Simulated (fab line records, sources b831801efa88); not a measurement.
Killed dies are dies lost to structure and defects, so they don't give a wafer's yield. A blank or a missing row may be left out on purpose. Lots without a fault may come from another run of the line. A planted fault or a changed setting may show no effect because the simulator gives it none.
fab line records | flow gf180mcu
record lots=5 wafers=15 last_day=33
route steps=602 shown NWELL@53 LVPWELL@54 MVSD@66 MVPSD@78 VT_IMPLANT@90
lots that met no fault: from a run of the same line without faults
start_h: hours from the record's first day to the start of the lot's first wafer shown | wait_h: hours since the lot's step before | " the same as in the row above | L1.1+2: a row that stands for several wafers | - no value, or no start given | * or withheld: withheld | < > ~ a bound
route shown NAME@n: a module of which the file shows steps, and the number in the route of the first | usual: mean/standard deviation of fault-free wafers | same: alike in all rows | chamber/n: place in a boat | sites: the reading at each site | _std_site: their standard deviation | _edge_site: outer sites' mean less inner sites' | radius_mm: how far each site lies from the wafer's centre | mask NAME#n: copy n | behind: the tool/chamber that last shaped the wafer | hold: why the lot was held/for how many hours/how that ended | device: the transistor (n, p or np) that didn't switch | end of line: the same wafers' tests at the end of the route | a step without rows: its recipe alone | killed: dies lost to structure and defects at the first sort, not the wafer's yield | map: a wafer's dies, x killed, . not, _ none there
set.NAME: the setting as run; set.NAME@STEP: as run at that earlier step | model.NAME: the simulator's own value behind a step, which no gauge read
lots at some steps of the route; a table a step, a row a wafer
services: from which hour (start_h, from the record's first day; less than 0 if before it) a tool's chamber was out of use, for how many hours, and why
## steps
# step GF_NWELL_TW_MEAS_11
# usual NWELL_TW=1574/9.6
# columns lot.wafer tool chamber start_h wait_h NWELL_TW
L074.1 film_metro-02 - 54.75 0.1 1568
L074.4 " - " " 1576
L074.6 " - " " 1577
L075.2 film_metro-02 - 60.73 0.1 1566
L075.3 " - " " 1565
L075.5 " - " " 1570
L084.3 film_metro-03 - 121.09 0.1 1566
L084.5 " - " " 1562
L084.6 " - " " 1562
L088.1 film_metro-02 - 146.15 0.1 1574
L088.2 " - " " 1572
L088.6 " - " " 1574
L091.1 film_metro-04 - 151.75 0.1 1588
L091.3 " - " " 1576
L091.4 " - " " 1588
# step GF_LVPWELL_DEHYDRATE_00
# recipe temp_c=200 time_s=60
# columns lot.wafer tool chamber start_h wait_h
L074.1+4+6 litho_track-02 0 60.99 6.2
L075.2+3+5 litho_track-03 0 66.81 6.1
L084.3+5+6 litho_track-04 0 128.06 7.0
L088.1+2+6 litho_track-02 0 153.34 7.2
L091.1+3+4 litho_track-03 0 158.73 7.0
# step GF_LVPWELL_HMDS_01
# recipe prime_time_s=60 prime_temp_c=120
# columns lot.wafer tool chamber start_h wait_h
L074.1+4+6 litho_track-02 0 61.14 0.1
L075.2+3+5 litho_track-03 0 66.96 0.1
L084.3+5+6 litho_track-04 0 128.21 0.1
L088.1+2+6 litho_track-02 0 153.49 0.1
L091.1+3+4 litho_track-03 0 158.88 0.1
# step GF_LVPWELL_COAT_02
# recipe spin_rpm=2000 resist_thk_nm=3000
# columns lot.wafer tool chamber start_h wait_h
L074.1+4+6 litho_track-02 0 61.29 0.1
L075.2+3+5 litho_track-03 0 67.11 0.1
L084.3+5+6 litho_track-04 0 128.36 0.1
L088.1+2+6 litho_track-02 0 153.64 0.1
L091.1+3+4 litho_track-03 0 159.03 0.1
# step GF_LVPWELL_SOFTBAKE_03
# recipe temp_c=110 time_s=withheld
# columns lot.wafer tool chamber start_h wait_h
L074.1+4+6 litho_track-02 0 61.44 0.1
L075.2+3+5 litho_track-03 0 67.26 0.1
L084.3+5+6 litho_track-04 0 128.53 0.1
L088.1+2+6 litho_track-02 0 153.79 0.1
L091.1+3+4 litho_track-03 0 159.18 0.1
# step GF_LVPWELL_EXPOSE_04
# recipe mask_id=LVPWELL target_cd_nm=600 na=0.6 source_shape=conventional sigma_outer=0.6 dose_mj=260
# same na=0.6
# columns lot.wafer tool chamber start_h wait_h mask
L074.1+4+6 iline_stepper-02 0 - - LVPWELL#0
L075.2+3+5 iline_stepper-01 0 - - LVPWELL#0
L084.3+5+6 iline_stepper-02 0 - - LVPWELL#0
L088.1+2+6 iline_stepper-02 0 - - LVPWELL#0
L091.1+3+4 iline_stepper-02 0 - - LVPWELL#0
# step GF_LVPWELL_PEB_05
# recipe temp_c=115 time_s=withheld
# columns lot.wafer tool chamber start_h wait_h
L074.1+4+6 litho_track-03 0 - -
L075.2+3+5 litho_track-03 0 - -
L084.3+5+6 litho_track-03 0 - -
L088.1+2+6 litho_track-04 0 - -
L091.1+3+4 litho_track-04 0 - -
# step GF_LVPWELL_DEVELOP_06
# recipe wall_angle_deg=90 develop_time_s=57.42 dev_temp_c=23
# columns lot.wafer tool chamber start_h wait_h
L074.1+4+6 litho_track-03 0 - -
L075.2+3+5 litho_track-03 0 - -
L084.3+5+6 litho_track-03 0 - -
L088.1+2+6 litho_track-04 0 - -
L091.1+3+4 litho_track-04 0 - -
# step GF_LVPWELL_OVL_MEAS_07
# usual LVPWELL_OVL=0.3/1.2
# columns lot.wafer tool chamber start_h wait_h LVPWELL_OVL[nm]
L074.1 overlay-01 - 67.78 - 2.8
L074.4 " - " " 0.9
L074.6 " - " " 1.6
L075.2 overlay-01 - 73.84 - 0.4
L075.3 " - " " 0.7
L075.5 " - " " -1.1
L084.3 overlay-01 - 136.09 - -1.0
L084.5 " - " " -0.2
L084.6 " - " " -1.4
L088.1 overlay-01 - 161.41 - -1.1
L088.2 " - " " 1.6
L088.6 " - " " 0.6
L091.1 overlay-02 - 167.11 - 0.8
L091.3 " - " " 0.9
L091.4 " - " " -1.0
# step GF_LVPWELL_IMPLANT_08
# recipe species=B energy_kev=170 dose_cm2=1.5e+13 tilt_deg=0
# columns lot.wafer tool chamber start_h wait_h
L074.1+4+6 implanter-03 0 67.82 0.0
L075.2+3+5 implanter-03 0 73.89 0.0
L084.3+5+6 implanter-01 0 136.17 0.1
L088.1+2+6 implanter-02 0 161.45 0.0
L091.1+3+4 implanter-03 0 167.15 0.0
# step GF_LVPWELL_IMPLANT_09
# recipe species=B energy_kev=60 dose_cm2=5e+12 tilt_deg=0
# columns lot.wafer tool chamber start_h wait_h
L074.1+4+6 implanter-03 0 67.97 0.1
L075.2+3+5 implanter-03 0 74.04 0.1
L084.3+5+6 implanter-01 0 136.32 0.1
L088.1+2+6 implanter-02 0 161.60 0.1
L091.1+3+4 implanter-03 0 167.30 0.1
# step GF_LVPWELL_STRIP_10
# recipe chemistry=O2/N2 power_w=1400 pressure_mtorr=1500 platen_temp_c=250 o2_flow_sccm=3000 n2_flow_sccm=300 overash_fraction=0.5
# usual drypump_motor_current_A=5.7/0.48 heater_power_w=319/24 oes_product_au=0.722/0.0043 strip_time_to_endpoint_s=36.95/0.11
# columns lot.wafer tool chamber start_h wait_h drypump_motor_current_A heater_power_w oes_product_au rf_hours_counter_h strip_time_to_endpoint_s
L074.1 plasma_asher-04 1 68.12 0.1 5.7 319 0.726 42 36.89
L074.4 " 0 " " 5.3 333 0.729 - 36.96
L074.6 " 0 " " 5.3 335 0.725 - 36.80
L075.2 plasma_asher-01 0 74.17 0.1 5.4 311 0.731 42 37.01
L075.3 " 0 " " 5.4 308 0.722 - 36.88
L075.5 " 1 " " 5.5 374 0.726 - 36.86
L084.3 plasma_asher-03 1 136.45 0.1 5.5 299 0.730 - 36.71
L084.5 " 0 " " 6.6 303 0.721 - 36.72
L084.6 " 1 " " 5.5 291 0.721 - 36.91
L088.1 plasma_asher-04 0 161.75 0.1 5.3 328 0.727 51 36.99
L088.2 " 1 " " 5.7 312 0.725 51 36.99
L088.6 " 1 " " 5.7 320 0.724 - 37.01
L091.1 plasma_asher-04 1 167.45 0.1 5.7 318 0.727 52 37.06
L091.3 " 1 " " 5.7 320 0.731 - 36.92
L091.4 " 0 " " 5.3 337 0.717 - 37.00
# step GF_LVPWELL_TW_MEAS_11
# usual LVPWELL_TW=560/3.3
# columns lot.wafer tool chamber start_h wait_h LVPWELL_TW
L074.1 film_metro-04 - 68.22 0.1 556
L074.4 " - " " 557
L074.6 " - " " 560
L075.2 film_metro-04 - 74.28 0.1 561
L075.3 " - " " 559
L075.5 " - " " 560
L084.3 film_metro-03 - 136.54 0.1 556
L084.5 " - " " 557
L084.6 " - " " 557
L088.1 film_metro-03 - 161.85 0.1 562
L088.2 " - " " 559
L088.6 " - " " 561
L091.1 film_metro-04 - 167.55 0.1 560
L091.3 " - " " 562
L091.4 " - " " 561
# step GF_MVSD_DEHYDRATE_00
# recipe temp_c=200 time_s=60
# columns lot.wafer tool chamber start_h wait_h
L074.1+4+6 litho_track-02 0 74.29 6.1
L075.2+3+5 litho_track-02 0 80.61 6.3
L084.3+5+6 litho_track-02 0 143.54 7.0
L088.1+2+6 litho_track-03 0 169.43 7.6
L091.1+3+4 litho_track-02 0 175.09 7.5
# step GF_MVSD_HMDS_01
# recipe prime_time_s=60 prime_temp_c=120
# columns lot.wafer tool chamber start_h wait_h
L074.1+4+6 litho_track-02 0 74.44 0.1
L075.2+3+5 litho_track-02 0 80.76 0.1
L084.3+5+6 litho_track-02 0 143.69 0.1
L088.1+2+6 litho_track-03 0 169.58 0.1
L091.1+3+4 litho_track-02 0 175.24 0.1
# step GF_MVSD_COAT_02
# recipe spin_rpm=2000 resist_thk_nm=3000
# columns lot.wafer tool chamber start_h wait_h
L074.1+4+6 litho_track-02 0 74.59 0.1
L075.2+3+5 litho_track-02 0 80.91 0.1
L084.3+5+6 litho_track-02 0 143.84 0.1
L088.1+2+6 litho_track-03 0 169.73 0.1
L091.1+3+4 litho_track-02 0 175.39 0.1
# step GF_MVSD_SOFTBAKE_03
# recipe temp_c=110 time_s=withheld
# columns lot.wafer tool chamber start_h wait_h
L074.1+4+6 litho_track-02 0 74.74 0.1
L075.2+3+5 litho_track-02 0 81.07 0.1
L084.3+5+6 litho_track-02 0 144.00 0.1
L088.1+2+6 litho_track-03 0 169.88 0.1
L091.1+3+4 litho_track-02 0 175.54 0.1
# step GF_MVSD_EXPOSE_04
# recipe mask_id=MVSD target_cd_nm=1000 na=0.6 source_shape=conventional sigma_outer=0.6 dose_mj=260
# same na=0.6
# columns lot.wafer tool chamber start_h wait_h mask
L074.1+4+6 iline_stepper-01 0 - - MVSD#0
L075.2+3+5 iline_stepper-02 0 - - MVSD#0
L084.3+5+6 iline_stepper-02 0 - - MVSD#0
L088.1+2+6 iline_stepper-02 0 - - MVSD#0
L091.1+3+4 iline_stepper-02 0 - - MVSD#0
# step GF_MVSD_PEB_05
# recipe temp_c=115 time_s=withheld
# columns lot.wafer tool chamber start_h wait_h
L074.1+4+6 litho_track-03 0 - -
L075.2+3+5 litho_track-02 0 - -
L084.3+5+6 litho_track-02 0 - -
L088.1+2+6 litho_track-02 0 - -
L091.1+3+4 litho_track-03 0 - -
# step GF_MVSD_DEVELOP_06
# recipe wall_angle_deg=90 develop_time_s=60 dev_temp_c=23
# columns lot.wafer tool chamber start_h wait_h
L074.1+4+6 litho_track-03 0 - -
L075.2+3+5 litho_track-02 0 - -
L084.3+5+6 litho_track-02 0 - -
L088.1+2+6 litho_track-02 0 - -
L091.1+3+4 litho_track-03 0 - -
# step GF_MVSD_OVL_MEAS_07
# usual MVSD_OVL=-0.5/1.2
# columns lot.wafer tool chamber start_h wait_h MVSD_OVL[nm]
L074.1 overlay-02 - 81.38 - -2.3
L074.4 " - " " -1.3
L074.6 " - " " -1.1
L075.2 overlay-01 - 87.29 - -0.7
L075.3 " - " " 1.2
L075.5 " - " " -0.6
L084.3 overlay-01 - 151.45 - -0.9
L084.5 " - " " -1.8
L084.6 " - " " -1.3
L088.1 overlay-02 - 178.39 - 0.2
L088.2 " - " " 0.9
L088.6 " - " " -2.2
L091.1 overlay-02 - 184.18 - -1.8
L091.3 " - " " -1.3
L091.4 " - " " -0.6
# step GF_MVSD_IMPLANT_08
# recipe species=P energy_kev=408.8 dose_cm2=1.6e+13 tilt_deg=0
# columns lot.wafer tool chamber start_h wait_h
L074.1+4+6 implanter-04 0 81.42 0.0
L075.2+3+5 implanter-01 0 87.35 0.0
L084.3+5+6 implanter-03 0 151.52 0.1
L088.1+2+6 implanter-03 0 178.42 0.0
L091.1+3+4 implanter-04 0 184.21 0.0
# step GF_MVSD_IMPLANT_09
# recipe species=P energy_kev=100 dose_cm2=5e+12 tilt_deg=0
# columns lot.wafer tool chamber start_h wait_h
L074.1+4+6 implanter-04 0 81.57 0.1
L075.2+3+5 implanter-01 0 87.50 0.1
L084.3+5+6 implanter-03 0 151.67 0.1
L088.1+2+6 implanter-03 0 178.57 0.1
L091.1+3+4 implanter-04 0 184.36 0.1
# step GF_MVSD_STRIP_10
# recipe chemistry=O2/N2 power_w=1400 pressure_mtorr=1500 platen_temp_c=250 o2_flow_sccm=3000 n2_flow_sccm=300 overash_fraction=0.5
# usual drypump_motor_current_A=5.7/0.39 heater_power_w=325/18 oes_product_au=0.722/0.0044 strip_time_to_endpoint_s=36.98/0.081
# columns lot.wafer tool chamber start_h wait_h drypump_motor_current_A heater_power_w oes_product_au rf_hours_counter_h strip_time_to_endpoint_s
L074.1 plasma_asher-02 1 81.72 0.1 5.7 358 0.732 44 36.82
L074.4 " 1 " " 5.7 350 0.724 - 36.91
L074.6 " 0 " " 5.6 336 0.722 - 36.80
L075.2 plasma_asher-03 0 87.62 0.1 6.6 315 0.726 26 36.94
L075.3 " 0 " " 6.6 318 0.723 - 36.90
L075.5 " 1 " " 5.5 293 0.723 - 37.06
L084.3 plasma_asher-02 0 151.81 0.1 5.5 343 0.715 - 37.18
L084.5 " 0 " " 5.6 359 0.722 - 37.09
L084.6 " 1 " " 5.7 345 0.728 - 37.10
L088.1 plasma_asher-02 0 178.72 0.1 5.5 355 0.721 7 37.00
L088.2 " 1 " " 5.7 328 0.733 7 37.05
L088.6 " 1 " " 5.7 334 0.720 - 37.04
L091.1 plasma_asher-04 1 184.51 0.1 5.7 329 0.713 54 37.08
L091.3 " 0 " " 5.2 330 0.727 - 37.06
L091.4 " 1 " " 5.7 317 0.727 - 37.05
# step GF_MVSD_TW_MEAS_11
# usual MVSD_TW=1579/12
# columns lot.wafer tool chamber start_h wait_h MVSD_TW
L074.1 film_metro-02 - 81.82 0.1 1569
L074.4 " - " " 1577
L074.6 " - " " 1574
L075.2 film_metro-04 - 87.73 0.1 1583
L075.3 " - " " 1594
L075.5 " - " " 1588
L084.3 film_metro-02 - 151.89 0.1 1573
L084.5 " - " " 1577
L084.6 " - " " 1562
L088.1 film_metro-02 - 178.82 0.1 1561
L088.2 " - " " 1565
L088.6 " - " " 1568
L091.1 film_metro-02 - 184.61 0.1 1566
L091.3 " - " " 1562
L091.4 " - " " 1565
# step GF_MVPSD_DEHYDRATE_00
# recipe temp_c=200 time_s=60
# columns lot.wafer tool chamber start_h wait_h
L074.1+4+6 litho_track-04 0 87.26 5.4
L075.2+3+5 litho_track-02 0 93.46 5.7
L084.3+5+6 litho_track-02 0 158.89 7.0
L088.1+2+6 litho_track-02 0 186.59 7.8
L091.1+3+4 litho_track-04 0 192.56 7.9
# step GF_MVPSD_HMDS_01
# recipe prime_time_s=60 prime_temp_c=120
# columns lot.wafer tool chamber start_h wait_h
L074.1+4+6 litho_track-04 0 87.41 0.1
L075.2+3+5 litho_track-02 0 93.61 0.1
L084.3+5+6 litho_track-02 0 159.04 0.1
L088.1+2+6 litho_track-02 0 186.74 0.1
L091.1+3+4 litho_track-04 0 192.71 0.1
# step GF_MVPSD_COAT_02
# recipe spin_rpm=2000 resist_thk_nm=3000
# columns lot.wafer tool chamber start_h wait_h
L074.1+4+6 litho_track-04 0 87.56 0.1
L075.2+3+5 litho_track-02 0 93.76 0.1
L084.3+5+6 litho_track-02 0 159.19 0.1
L088.1+2+6 litho_track-02 0 186.89 0.1
L091.1+3+4 litho_track-04 0 192.86 0.1
# step GF_MVPSD_SOFTBAKE_03
# recipe temp_c=110 time_s=withheld
# columns lot.wafer tool chamber start_h wait_h
L074.1+4+6 litho_track-04 0 87.71 0.1
L075.2+3+5 litho_track-02 0 93.92 0.1
L084.3+5+6 litho_track-02 0 159.35 0.1
L088.1+2+6 litho_track-02 0 187.04 0.1
L091.1+3+4 litho_track-04 0 193.01 0.1
# step GF_MVPSD_EXPOSE_04
# recipe mask_id=MVPSD target_cd_nm=1000 na=0.6 source_shape=conventional sigma_outer=0.6 dose_mj=260
# same na=0.6
# columns lot.wafer tool chamber start_h wait_h mask
L074.1+4+6 iline_stepper-02 0 - - MVPSD#0
L075.2+3+5 iline_stepper-02 0 - - MVPSD#0
L084.3+5+6 iline_stepper-01 0 - - MVPSD#0
L088.1+2+6 iline_stepper-02 0 - - MVPSD#0
L091.1+3+4 iline_stepper-01 0 - - MVPSD#0
# step GF_MVPSD_PEB_05
# recipe temp_c=115 time_s=withheld
# columns lot.wafer tool chamber start_h wait_h
L074.1+4+6 litho_track-04 0 - -
L075.2+3+5 litho_track-01 0 - -
L084.3+5+6 litho_track-02 0 - -
L088.1+2+6 litho_track-02 0 - -
L091.1+3+4 litho_track-02 0 - -
# step GF_MVPSD_DEVELOP_06
# recipe wall_angle_deg=90 develop_time_s=60 dev_temp_c=23
# columns lot.wafer tool chamber start_h wait_h
L074.1+4+6 litho_track-04 0 - -
L075.2+3+5 litho_track-01 0 - -
L084.3+5+6 litho_track-02 0 - -
L088.1+2+6 litho_track-02 0 - -
L091.1+3+4 litho_track-02 0 - -
# step GF_MVPSD_OVL_MEAS_07
# usual MVPSD_OVL=0.5/1.3
# columns lot.wafer tool chamber start_h wait_h MVPSD_OVL[nm]
L074.1 overlay-02 - 93.91 - 1.5
L074.4 " - " " -0.2
L074.6 " - " " 1.1
L075.2 overlay-01 - 100.78 - -0.3
L075.3 " - " " -0.7
L075.5 " - " " -0.5
L084.3 overlay-01 - 167.40 - 1.4
L084.5 " - " " 1.9
L084.6 " - " " 1.4
L088.1 overlay-01 - 195.29 - 0.6
L088.2 " - " " 0.9
L088.6 " - " " -0.3
L091.1 overlay-01 - 201.39 - 1.9
L091.3 " - " " 2.0
L091.4 " - " " 0.6
# step GF_MVPSD_IMPLANT_08
# recipe species=B energy_kev=170 dose_cm2=1.5e+13 tilt_deg=0
# columns lot.wafer tool chamber start_h wait_h
L074.1+4+6 implanter-04 0 93.95 0.0
L075.2+3+5 implanter-04 0 100.83 0.0
L084.3+5+6 implanter-04 0 167.47 0.1
L088.1+2+6 implanter-01 0 195.32 0.0
L091.1+3+4 implanter-04 0 201.42 0.0
# step GF_MVPSD_IMPLANT_09
# recipe species=B energy_kev=40 dose_cm2=5e+12 tilt_deg=0
# columns lot.wafer tool chamber start_h wait_h
L074.1+4+6 implanter-04 0 94.10 0.1
L075.2+3+5 implanter-04 0 100.98 0.1
L084.3+5+6 implanter-04 0 167.62 0.1
L088.1+2+6 implanter-01 0 195.47 0.1
L091.1+3+4 implanter-04 0 201.57 0.1
# step GF_MVPSD_STRIP_10
# recipe chemistry=O2/N2 power_w=1400 pressure_mtorr=1500 platen_temp_c=250 o2_flow_sccm=3000 n2_flow_sccm=300 overash_fraction=0.5
# usual drypump_motor_current_A=5.53/0.15 heater_power_w=336/20 oes_product_au=0.722/0.005 strip_time_to_endpoint_s=36.95/0.096
# columns lot.wafer tool chamber start_h wait_h drypump_motor_current_A heater_power_w oes_product_au rf_hours_counter_h strip_time_to_endpoint_s
L074.1 plasma_asher-04 0 94.25 0.1 5.26 320 0.728 45 37.08
L074.4 " 1 " " 5.68 321 0.725 - 36.96
L074.6 " 1 " " 5.70 318 0.722 - 37.03
L075.2 plasma_asher-04 1 101.11 0.1 5.72 311 0.724 45 36.99
L075.3 " 1 " " 5.73 319 0.725 - 37.07
L075.5 " 1 " " 5.72 316 0.722 - 36.93
L084.3 plasma_asher-02 1 167.76 0.1 5.67 348 0.723 - 36.91
L084.5 " 1 " " 5.67 339 0.726 - 37.01
L084.6 " 0 " " 5.51 348 0.724 - 37.04
L088.1 plasma_asher-02 1 195.62 0.1 5.67 337 0.721 9 37.03
L088.2 " 0 " " 5.54 348 0.722 9 36.97
L088.6 " 0 " " 5.51 358 0.728 - 36.95
L091.1 plasma_asher-04 1 201.72 0.1 5.72 311 0.720 56 36.84
L091.3 " 1 " " 5.70 321 0.724 - 36.88
L091.4 " 0 " " 5.27 322 0.723 - 36.98
# step GF_MVPSD_TW_MEAS_11
# usual MVPSD_TW=552/4.1
# columns lot.wafer tool chamber start_h wait_h MVPSD_TW
L074.1 film_metro-02 - 94.35 0.1 550
L074.4 " - " " 553
L074.6 " - " " 550
L075.2 film_metro-02 - 101.22 0.1 552
L075.3 " - " " 549
L075.5 " - " " 549
L084.3 film_metro-03 - 167.84 0.1 557
L084.5 " - " " 555
L084.6 " - " " 555
L088.1 film_metro-03 - 195.72 0.1 549
L088.2 " - " " 552
L088.6 " - " " 553
L091.1 film_metro-02 - 201.82 0.1 549
L091.3 " - " " 549
L091.4 " - " " 550
# step GF_VT_IMPLANT_DEHYDRATE_00
# recipe temp_c=200 time_s=60
# columns lot.wafer tool chamber start_h wait_h
L074.1+4+6 litho_track-03 0 100.63 6.3
L075.2+3+5 litho_track-04 0 107.24 6.0
L084.3+5+6 litho_track-04 0 175.21 7.4
L088.1+2+6 litho_track-03 0 204.03 8.3
L091.1+3+4 litho_track-04 0 210.06 8.2
# step GF_VT_IMPLANT_HMDS_01
# recipe prime_time_s=60 prime_temp_c=120
# columns lot.wafer tool chamber start_h wait_h
L074.1+4+6 litho_track-03 0 100.78 0.1
L075.2+3+5 litho_track-04 0 107.39 0.1
L084.3+5+6 litho_track-04 0 175.36 0.1
L088.1+2+6 litho_track-03 0 204.18 0.1
L091.1+3+4 litho_track-04 0 210.21 0.1
# step GF_VT_IMPLANT_COAT_02
# recipe resist=NOVOLAK spin_rpm=3000 resist_thk_nm=1000
# columns lot.wafer tool chamber start_h wait_h
L074.1+4+6 litho_track-03 0 100.93 0.1
L075.2+3+5 litho_track-04 0 107.54 0.1
L084.3+5+6 litho_track-04 0 175.51 0.1
L088.1+2+6 litho_track-03 0 204.33 0.1
L091.1+3+4 litho_track-04 0 210.36 0.1
# step GF_VT_IMPLANT_SOFTBAKE_03
# recipe temp_c=90 time_s=60 resist=NOVOLAK
# columns lot.wafer tool chamber start_h wait_h
L074.1+4+6 litho_track-03 0 101.08 0.1
L075.2+3+5 litho_track-04 0 107.69 0.1
L084.3+5+6 litho_track-04 0 175.66 0.1
L088.1+2+6 litho_track-03 0 204.48 0.1
L091.1+3+4 litho_track-04 0 210.51 0.1
# step GF_VT_IMPLANT_EXPOSE_04
# recipe mask_id=LVPWELL_LV_AREA target_cd_nm=600 na=0.6 source_shape=conventional sigma_outer=0.6 dose_mj=138.9
# same na=0.6
# columns lot.wafer tool chamber start_h wait_h mask
L074.1+4+6 iline_stepper-01 0 - - LVPWELL_LV_AREA#0
L075.2+3+5 iline_stepper-01 0 - - LVPWELL_LV_AREA#0
L084.3+5+6 iline_stepper-01 0 - - LVPWELL_LV_AREA#0
L088.1+2+6 iline_stepper-01 0 - - LVPWELL_LV_AREA#0
L091.1+3+4 iline_stepper-01 0 - - LVPWELL_LV_AREA#0
# step GF_VT_IMPLANT_PEB_05
# recipe temp_c=withheld time_s=* resist=NOVOLAK
# columns lot.wafer tool chamber start_h wait_h
L074.1+4+6 litho_track-03 0 - -
L075.2+3+5 litho_track-03 0 - -
L084.3+5+6 litho_track-01 0 - -
L088.1+2+6 litho_track-03 0 - -
L091.1+3+4 litho_track-03 0 - -
# step GF_VT_IMPLANT_DEVELOP_06
# recipe develop_time_s=60 dev_temp_c=23
# columns lot.wafer tool chamber start_h wait_h
L074.1+4+6 litho_track-03 0 107.38 0.1
L075.2+3+5 litho_track-03 0 114.30 0.1
L084.3+5+6 litho_track-01 0 184.27 0.1
L088.1+2+6 litho_track-03 0 212.88 0.1
L091.1+3+4 litho_track-03 0 219.18 0.1
# step GF_VT_IMPLANT_OVL_MEAS_07
# usual VT_IMPLANT_OVL=0.5/1.4
# columns lot.wafer tool chamber start_h wait_h VT_IMPLANT_OVL[nm]
L074.1 overlay-02 - 107.53 0.1 -1.7
L074.4 " - " " -0.9
L074.6 " - " " 0.4
L075.2 overlay-01 - 114.44 0.1 0.0
L075.3 " - " " -0.9
L075.5 " - " " -0.5
L084.3 overlay-02 - 184.38 0.1 0.7
L084.5 " - " " 1.5
L084.6 " - " " 1.5
L088.1 overlay-01 - 213.03 0.1 2.0
L088.2 " - " " 2.5
L088.6 " - " " 2.6
L091.1 overlay-02 - 219.33 0.1 1.0
L091.3 " - " " -1.1
L091.4 " - " " 0.1
# step GF_VT_IMPLANT_IMPLANT_08
# recipe species=BF2 energy_kev=20 dose_cm2=8.29e+12 tilt_deg=7
# columns lot.wafer tool chamber start_h wait_h
L074.1+4+6 implanter-04 0 107.57 0.0
L075.2+3+5 implanter-02 0 114.49 0.0
L084.3+5+6 implanter-02 0 184.46 0.1
L088.1+2+6 implanter-02 0 213.06 0.0
L091.1+3+4 implanter-02 0 219.36 0.0
# step GF_VT_IMPLANT_STRIP_09
# recipe chemistry=O2/N2 power_w=1400 pressure_mtorr=1500 platen_temp_c=250 o2_flow_sccm=3000 n2_flow_sccm=300 overash_fraction=0.5
# usual drypump_motor_current_A=5.8/0.47 heater_power_w=324/29 oes_product_au=0.715/0.0039 strip_time_to_endpoint_s=12.62/0.032
# columns lot.wafer tool chamber start_h wait_h drypump_motor_current_A heater_power_w oes_product_au rf_hours_counter_h strip_time_to_endpoint_s
L074.1 plasma_asher-03 0 107.72 0.1 6.6 312 0.719 28 12.64
L074.4 " 1 " " 5.5 292 0.721 - 12.65
L074.6 " 0 " " 6.6 299 0.718 - 12.68
L075.2 plasma_asher-01 1 114.62 0.1 5.5 361 0.721 47 12.58
L075.3 " 0 " " 5.5 318 0.713 - 12.60
L075.5 " 1 " " 5.5 376 0.711 - 12.59
L084.3 plasma_asher-02 0 184.59 0.1 5.5 350 0.721 - 12.62
L084.5 " 0 " " 5.5 353 0.713 - 12.65
L084.6 " 1 " " 5.7 340 0.718 - 12.60
L088.1 plasma_asher-01 0 213.21 0.1 5.4 306 0.705 56 12.65
L088.2 " 1 " " 5.5 364 0.714 56 12.67
L088.6 " 0 " " 5.5 316 0.719 - 12.64
L091.1 plasma_asher-03 0 219.51 0.1 6.6 312 0.714 39 12.60
L091.3 " 0 " " 6.6 305 0.713 - 12.65
L091.4 " 1 " " 5.5 287 0.711 - 12.58
# step GF_VT_IMPLANT_TW_MEAS_10
# usual VT_IMPLANT_TW=562/3.9
# columns lot.wafer tool chamber start_h wait_h VT_IMPLANT_TW
L074.1 film_metro-01 - 107.82 0.1 559
L074.4 " - " " 565
L074.6 " - " " 562
L075.2 film_metro-04 - 114.73 0.1 567
L075.3 " - " " 568
L075.5 " - " " 566
L084.3 film_metro-03 - 184.68 0.1 561
L084.5 " - " " 562
L084.6 " - " " 565
L088.1 film_metro-04 - 213.31 0.1 562
L088.2 " - " " 563
L088.6 " - " " 568
L091.1 film_metro-03 - 219.61 0.1 567
L091.3 " - " " 565
L091.4 " - " " 563
# step GF_VT_IMPLANT_DEHYDRATE_11
# recipe temp_c=200 time_s=60
# columns lot.wafer tool chamber start_h wait_h
L074.1+4+6 litho_track-04 0 113.91 6.1
L075.2+3+5 litho_track-01 0 121.20 6.5
L084.3+5+6 litho_track-03 0 192.63 7.9
L088.1+2+6 litho_track-04 0 221.61 8.3
L091.1+3+4 litho_track-01 0 227.52 7.9
# step GF_VT_IMPLANT_HMDS_12
# recipe prime_time_s=60 prime_temp_c=120
# columns lot.wafer tool chamber start_h wait_h
L074.1+4+6 litho_track-04 0 114.06 0.1
L075.2+3+5 litho_track-01 0 121.35 0.1
L084.3+5+6 litho_track-03 0 192.78 0.1
L088.1+2+6 litho_track-04 0 221.76 0.1
L091.1+3+4 litho_track-01 0 227.67 0.1
# step GF_VT_IMPLANT_COAT_13
# recipe resist=NOVOLAK spin_rpm=3000 resist_thk_nm=1000
# columns lot.wafer tool chamber start_h wait_h
L074.1+4+6 litho_track-04 0 114.21 0.1
L075.2+3+5 litho_track-01 0 121.50 0.1
L084.3+5+6 litho_track-03 0 192.93 0.1
L088.1+2+6 litho_track-04 0 221.91 0.1
L091.1+3+4 litho_track-01 0 227.82 0.1
# step GF_VT_IMPLANT_SOFTBAKE_14
# recipe temp_c=90 time_s=60 resist=NOVOLAK
# columns lot.wafer tool chamber start_h wait_h
L074.1+4+6 litho_track-04 0 114.36 0.1
L075.2+3+5 litho_track-01 0 121.65 0.1
L084.3+5+6 litho_track-03 0 193.08 0.1
L088.1+2+6 litho_track-04 0 222.06 0.1
L091.1+3+4 litho_track-01 0 227.97 0.1
# step GF_VT_IMPLANT_EXPOSE_15
# recipe mask_id=Nwell_LV_AREA target_cd_nm=860 na=0.6 source_shape=conventional sigma_outer=0.6 dose_mj=140
# same na=0.6
# columns lot.wafer tool chamber start_h wait_h mask
L074.1+4+6 iline_stepper-02 0 - - Nwell_LV_AREA#0
L075.2+3+5 iline_stepper-01 0 - - Nwell_LV_AREA#0
L084.3+5+6 iline_stepper-02 0 - - Nwell_LV_AREA#0
L088.1+2+6 iline_stepper-01 0 - - Nwell_LV_AREA#0
L091.1+3+4 iline_stepper-01 0 - - Nwell_LV_AREA#0
## services
# columns tool chamber start_h hours kind
iline_stepper-01 - 37.88 4.1 repair
implanter-03 - 42.47 5.2 repair
implanter-01 - 44.18 5.4 repair
implanter-02 - 61.86 41.6 repair
implanter-03 - 62.45 3.2 repair
plasma_asher-03 - 66.68 3.3 repair
implanter-04 - 69.78 8.1 pm
implanter-03 - 71.58 2.1 repair
implanter-03 - 89.57 1.7 repair
plasma_asher-02 - 108.75 9.0 pm
plasma_asher-02 0 108.75 9.0 vent_cycle
implanter-01 - 117.58 3.9 pm
implanter-02 - 119.87 30.2 pm
plasma_asher-03 - 142.85 3.4 repair
implanter-01 - 151.32 3.5 repair
plasma_asher-01 - 164.47 8.0 repair
plasma_asher-04 - 174.20 2.3 repair
implanter-04 - 186.27 1.2 repair
implanter-02 - 188.24 1.9 repair
plasma_asher-04 - 198.28 0.5 repair
iline_stepper-02 - 219.51 2.1 pm
iline_stepper-02 - 221.59 - consumable_replace:lamp
plasma_asher-01 - 222.20 2.7 pm
plasma_asher-01 - 225.64 0.6 repair
## key
fault none
